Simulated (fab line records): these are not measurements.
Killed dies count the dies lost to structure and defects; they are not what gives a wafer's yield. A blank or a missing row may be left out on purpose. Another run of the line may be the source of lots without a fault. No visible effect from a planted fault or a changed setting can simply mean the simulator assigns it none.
Which tool is to blame? :: flow sky130 :: 36 wafers from 12 lots sampled at 5 of the route's 708 steps

## WHAT EACH GAUGE READ, for each wafer
SKY_SONOS_TUNNEL_TW_MEAS_12. Usual: SONOS_TUNNEL_TW 196.3, standard deviation 0.83.
lot: L384
measured: day 11 03:42
on: filmMetro-04
SONOS_TUNNEL_TW: 196.0 195.9 196.6
flag: 

lot: L386
measured: day 11 20:32
on: filmMetro-04
SONOS_TUNNEL_TW: 195.7 196.1 196.2
flag: 

lot: L387
measured: day 12 04:12
on: filmMetro-03
SONOS_TUNNEL_TW: 197.6 197.1 196.8
flag: 

lot: L392
measured: day 14 01:17
on: filmMetro-04
SONOS_TUNNEL_TW: 159.0 160.2 160.2 159.7 159.7 159.9
flag: OFF

lot: L393
measured: day 14 10:11
on: filmMetro-02
SONOS_TUNNEL_TW: 159.6 160.0 160.2 160.2 160.3 161.1
flag: OFF

lot: L400
measured: day 16 08:40
on: filmMetro-04
SONOS_TUNNEL_TW: 195.8 196.9 197.1
flag: 

lot: L401
measured: day 16 21:28
on: filmMetro-02
SONOS_TUNNEL_TW: 197.2 195.6 195.3
flag: 

lot: L402
measured: day 17 01:56
on: filmMetro-04
SONOS_TUNNEL_TW: 195.5 197.2 196.8
flag: 

lot: L404
measured: day 17 21:56
on: filmMetro-03
SONOS_TUNNEL_TW: 196.9 196.9 196.9
flag: 

lot: L403
measured: day 18 00:17
on: filmMetro-02
SONOS_TUNNEL_TW: 195.7 195.9 196.1
flag: 

lot: L405
measured: day 18 20:22
on: filmMetro-04
SONOS_TUNNEL_TW: 196.3 196.2 196.8
flag: 

lot: L406
measured: day 18 22:53
on: filmMetro-04
SONOS_TUNNEL_TW: 196.2 197.4 196.3
flag: 

SKY_SD_N_TW_MEAS_12. Usual: SD_N_TW 3992, standard deviation 53.
lot: L384
measured: day 27 11:44
on: filmMetro-02
SD_N_TW: 3961 3946 3943
flag: 

lot: L386
measured: day 28 07:33
on: filmMetro-02
SD_N_TW: 3975 3969 3971
flag: 

lot: L387
measured: day 28 15:32
on: filmMetro-04
SD_N_TW: 3988 3983 4001
flag: 

lot: L393
measured: day 31 01:28
on: filmMetro-04
SD_N_TW: 3975 3961 3966
flag: 

lot: L400
measured: day 32 23:35
on: filmMetro-04
SD_N_TW: 3953 3968 3963
flag: 

lot: L401
measured: day 33 11:40
on: filmMetro-04
SD_N_TW: 3976 3967 3964
flag: 

lot: L402
measured: day 33 13:26
on: filmMetro-04
SD_N_TW: 3997 3971 3987
flag: 

lot: L404
measured: day 34 05:11
on: filmMetro-01
SD_N_TW: 4044 4028 4047
flag: 

lot: L403
measured: day 34 15:38
on: filmMetro-01
SD_N_TW: 4056 4032 4050
flag: 

lot: L405
measured: day 35 05:46
on: filmMetro-04
SD_N_TW: 3981 3964 3958
flag: 

lot: L406
measured: day 35 11:07
on: filmMetro-02
SD_N_TW: 3928 3902 3932
flag: 

## TOOL THAT RAN EACH LOT (tool first, then ch and the chambers of the sampled wafers, then the start)
lot: L384
SKY_SONOS_TUNNEL_IMPLANT_09: implanter-01 ch 0, day 11 03:16
SKY_LDD_P_STRIP_10: plasmaAsher-01 ch 0,1, day 18 12:38
SKY_SD_P_STRIP_10: plasmaAsher-02 ch 0,1, day 25 00:48

lot: L386
SKY_SONOS_TUNNEL_IMPLANT_09: implanter-04 ch 0, day 11 20:06
SKY_LDD_P_STRIP_10: plasmaAsher-01 ch 0,1, day 19 12:23
SKY_SD_P_STRIP_10: plasmaAsher-03 ch 0,1, day 25 22:08

lot: L387
SKY_SONOS_TUNNEL_IMPLANT_09: implanter-02 ch 0, day 12 03:46
SKY_LDD_P_STRIP_10: plasmaAsher-03 ch 0,1, day 19 21:07
SKY_SD_P_STRIP_10: plasmaAsher-02 ch 0,1, day 26 05:51

lot: L392
SKY_SONOS_TUNNEL_IMPLANT_09: implanter-01 ch 0, day 14 00:52
SKY_LDD_P_STRIP_10: -
SKY_SD_P_STRIP_10: -

lot: L393
SKY_SONOS_TUNNEL_IMPLANT_09: implanter-01 ch 0, day 14 09:48
SKY_LDD_P_STRIP_10: plasmaAsher-03 ch 0,1, day 22 13:52
SKY_SD_P_STRIP_10: plasmaAsher-03 ch 1, day 28 18:29

lot: L400
SKY_SONOS_TUNNEL_IMPLANT_09: implanter-04 ch 0, day 16 08:17
SKY_LDD_P_STRIP_10: plasmaAsher-04 ch 0,1, day 24 14:00
SKY_SD_P_STRIP_10: plasmaAsher-02 ch 0,1, day 30 16:44

lot: L401
SKY_SONOS_TUNNEL_IMPLANT_09: implanter-01 ch 0, day 16 21:03
SKY_LDD_P_STRIP_10: plasmaAsher-04 ch 0,1, day 25 04:23
SKY_SD_P_STRIP_10: plasmaAsher-02 ch 0,1, day 31 03:51

lot: L402
SKY_SONOS_TUNNEL_IMPLANT_09: implanter-04 ch 0, day 17 01:33
SKY_LDD_P_STRIP_10: plasmaAsher-01 ch 0,1, day 25 07:23
SKY_SD_P_STRIP_10: plasmaAsher-04 ch 0,1, day 31 06:56

lot: L404
SKY_SONOS_TUNNEL_IMPLANT_09: implanter-04 ch 0, day 17 21:31
SKY_LDD_P_STRIP_10: plasmaAsher-04 ch 0,1, day 26 02:32
SKY_SD_P_STRIP_10: plasmaAsher-03 ch 0,1, day 31 22:57

lot: L403
SKY_SONOS_TUNNEL_IMPLANT_09: implanter-01 ch 0, day 17 23:52
SKY_LDD_P_STRIP_10: plasmaAsher-03 ch 1, day 26 08:59
SKY_SD_P_STRIP_10: plasmaAsher-04 ch 0,1, day 32 09:27

lot: L405
SKY_SONOS_TUNNEL_IMPLANT_09: implanter-01 ch 0, day 18 19:57
SKY_LDD_P_STRIP_10: plasmaAsher-04 ch 0,1, day 27 01:39
SKY_SD_P_STRIP_10: plasmaAsher-02 ch 0, day 33 01:12

lot: L406
SKY_SONOS_TUNNEL_IMPLANT_09: implanter-01 ch 0, day 18 22:28
SKY_LDD_P_STRIP_10: plasmaAsher-03 ch 0,1, day 27 07:44
SKY_SD_P_STRIP_10: plasmaAsher-03 ch 0,1, day 33 06:32
- SKY_SONOS_TUNNEL_IMPLANT_09
- SKY_LDD_P_STRIP_10: strips in O2/N2.
- SKY_SD_P_STRIP_10: strips in O2/N2.

## AS READ BY THE TOOLS THEMSELVES (means over the sampled wafers that have a number; for cases with no such wafer, the mark the record gives instead)
SKY_SONOS_TUNNEL_IMPLANT_09. Usual: doseIonsCm2 1.0002e+12, standard deviation 1e+09; faradayCurrentUA 5.65, standard deviation 0.12.
lot: L384
tool: implanter-01
doseIonsCm2: 9.9923e+11
faradayCurrentUA: 5.58
flag: 

lot: L386
tool: implanter-04
doseIonsCm2: 9.9993e+11
faradayCurrentUA: 5.72
flag: 

lot: L387
tool: implanter-02
doseIonsCm2: 1.0008e+12
faradayCurrentUA: 5.68
flag: 

lot: L392
tool: implanter-01
doseIonsCm2: 4.7803e+11
faradayCurrentUA: 2.72
flag: OFF

lot: L393
tool: implanter-01
doseIonsCm2: 4.7873e+11
faradayCurrentUA: 2.72
flag: OFF

lot: L400
tool: implanter-04
doseIonsCm2: 1.0010e+12
faradayCurrentUA: 5.57
flag: 

lot: L401
tool: implanter-01
doseIonsCm2: 1.0009e+12
faradayCurrentUA: 5.65
flag: 

lot: L402
tool: implanter-04
doseIonsCm2: 1.0004e+12
faradayCurrentUA: 5.74
flag: 

lot: L404
tool: implanter-04
doseIonsCm2: 1.0013e+12
faradayCurrentUA: 5.72
flag: 

lot: L403
tool: implanter-01
doseIonsCm2: 1.0017e+12
faradayCurrentUA: 5.65
flag: 

lot: L405
tool: implanter-01
doseIonsCm2: 1.0002e+12
faradayCurrentUA: 5.68
flag: 

lot: L406
tool: implanter-01
doseIonsCm2: 9.9947e+11
faradayCurrentUA: 5.72
flag: 

SKY_LDD_P_STRIP_10. Usual: drypumpMotorCurrentA 5.3 A, standard deviation 0.33; oesProductAu 0.716 a.u., standard deviation 0.0042; stripTimeToEndpointS 14.19 s, standard deviation 0.045.
lot: L384
tool: plasmaAsher-01
drypumpMotorCurrentA (A): 5.2
oesProductAu (a.u.): 0.713
stripTimeToEndpointS (s): 14.19
flag: 

lot: L386
tool: plasmaAsher-01
drypumpMotorCurrentA (A): 5.2
oesProductAu (a.u.): 0.717
stripTimeToEndpointS (s): 14.22
flag: 

lot: L387
tool: plasmaAsher-03
drypumpMotorCurrentA (A): 5.4
oesProductAu (a.u.): 0.718
stripTimeToEndpointS (s): 14.09
flag: 

lot: L393
tool: plasmaAsher-03
drypumpMotorCurrentA (A): 5.4
oesProductAu (a.u.): 0.717
stripTimeToEndpointS (s): 14.26
flag: 

lot: L400
tool: plasmaAsher-04
drypumpMotorCurrentA (A): 5.1
oesProductAu (a.u.): 0.719
stripTimeToEndpointS (s): 14.21
flag: 

lot: L401
tool: plasmaAsher-04
drypumpMotorCurrentA (A): 5.0
oesProductAu (a.u.): 0.714
stripTimeToEndpointS (s): 14.22
flag: 

lot: L402
tool: plasmaAsher-01
drypumpMotorCurrentA (A): 5.4
oesProductAu (a.u.): 0.714
stripTimeToEndpointS (s): 14.20
flag: 

lot: L404
tool: plasmaAsher-04
drypumpMotorCurrentA (A): 5.1
oesProductAu (a.u.): 0.715
stripTimeToEndpointS (s): 14.20
flag: 

lot: L403
tool: plasmaAsher-03
drypumpMotorCurrentA (A): 5.3
oesProductAu (a.u.): 0.720
stripTimeToEndpointS (s): 14.19
flag: 

lot: L405
tool: plasmaAsher-04
drypumpMotorCurrentA (A): 5.1
oesProductAu (a.u.): 0.714
stripTimeToEndpointS (s): 14.14
flag: 

lot: L406
tool: plasmaAsher-03
drypumpMotorCurrentA (A): 5.4
oesProductAu (a.u.): 0.718
stripTimeToEndpointS (s): 14.21
flag: 

SKY_SD_P_STRIP_10. Usual: drypumpMotorCurrentA 5.7 A, standard deviation 0.53; oesProductAu 0.618 a.u., standard deviation 0.0047; stripTimeToEndpointS 17.51 s, standard deviation 0.033.
lot: L384
tool: plasmaAsher-02
drypumpMotorCurrentA (A): 6.1
oesProductAu (a.u.): 0.616
stripTimeToEndpointS (s): 17.51
flag: 

lot: L386
tool: plasmaAsher-03
drypumpMotorCurrentA (A): 5.4
oesProductAu (a.u.): 0.619
stripTimeToEndpointS (s): 17.47
flag: 

lot: L387
tool: plasmaAsher-02
drypumpMotorCurrentA (A): 6.1
oesProductAu (a.u.): 0.615
stripTimeToEndpointS (s): 17.49
flag: 

lot: L393
tool: plasmaAsher-03
drypumpMotorCurrentA (A): 5.4
oesProductAu (a.u.): 0.624
stripTimeToEndpointS (s): 17.50
flag: 

lot: L400
tool: plasmaAsher-02
drypumpMotorCurrentA (A): 6.3
oesProductAu (a.u.): 0.615
stripTimeToEndpointS (s): 17.51
flag: 

lot: L401
tool: plasmaAsher-02
drypumpMotorCurrentA (A): 6.1
oesProductAu (a.u.): 0.619
stripTimeToEndpointS (s): 17.53
flag: 

lot: L402
tool: plasmaAsher-04
drypumpMotorCurrentA (A): 5.4
oesProductAu (a.u.): 0.615
stripTimeToEndpointS (s): 17.53
flag: 

lot: L404
tool: plasmaAsher-03
drypumpMotorCurrentA (A): 5.4
oesProductAu (a.u.): 0.620
stripTimeToEndpointS (s): 17.50
flag: 

lot: L403
tool: plasmaAsher-04
drypumpMotorCurrentA (A): 5.4
oesProductAu (a.u.): 0.619
stripTimeToEndpointS (s): 17.49
flag: 

lot: L405
tool: plasmaAsher-02
drypumpMotorCurrentA (A): 6.4
oesProductAu (a.u.): 0.617
stripTimeToEndpointS (s): 17.50
flag: 

lot: L406
tool: plasmaAsher-03
drypumpMotorCurrentA (A): 5.4
oesProductAu (a.u.): 0.617
stripTimeToEndpointS (s): 17.51
flag: 

## THE ANSWER, worked out from the rows above alone
Rule: a lot counts as off when the mean over its wafers that have a number is more than 3 standard deviations away from the usual mean. A lot without any number at a reading at which 4 lots or more have one is off too. All remaining lots with rows at the step are treated as sound. Order of review: gauges by route order, followed by the tools' own readings, for which a lot's mean as printed above is used. The first step at which some lot is off is used, and at that step the reading that is off furthest; a lot without a number counts as furthest.
Off: L392, L393, at SKY_SONOS_TUNNEL_TW_MEAS_12 (SONOS_TUNNEL_TW).
If a tool, at a process step before that reading, ran all the lots that are off and no sound lot after the first of them, it fits. The gauges at SKY_SONOS_TUNNEL_TW_MEAS_12 aren't tried: what is off there is off at SKY_SONOS_TUNNEL_IMPLANT_09 too, on other tools, and a gauge's error can't cause that. No candidate that was tried fits.

## WHAT HAD BEEN PUT IN BY THE SIMULATOR
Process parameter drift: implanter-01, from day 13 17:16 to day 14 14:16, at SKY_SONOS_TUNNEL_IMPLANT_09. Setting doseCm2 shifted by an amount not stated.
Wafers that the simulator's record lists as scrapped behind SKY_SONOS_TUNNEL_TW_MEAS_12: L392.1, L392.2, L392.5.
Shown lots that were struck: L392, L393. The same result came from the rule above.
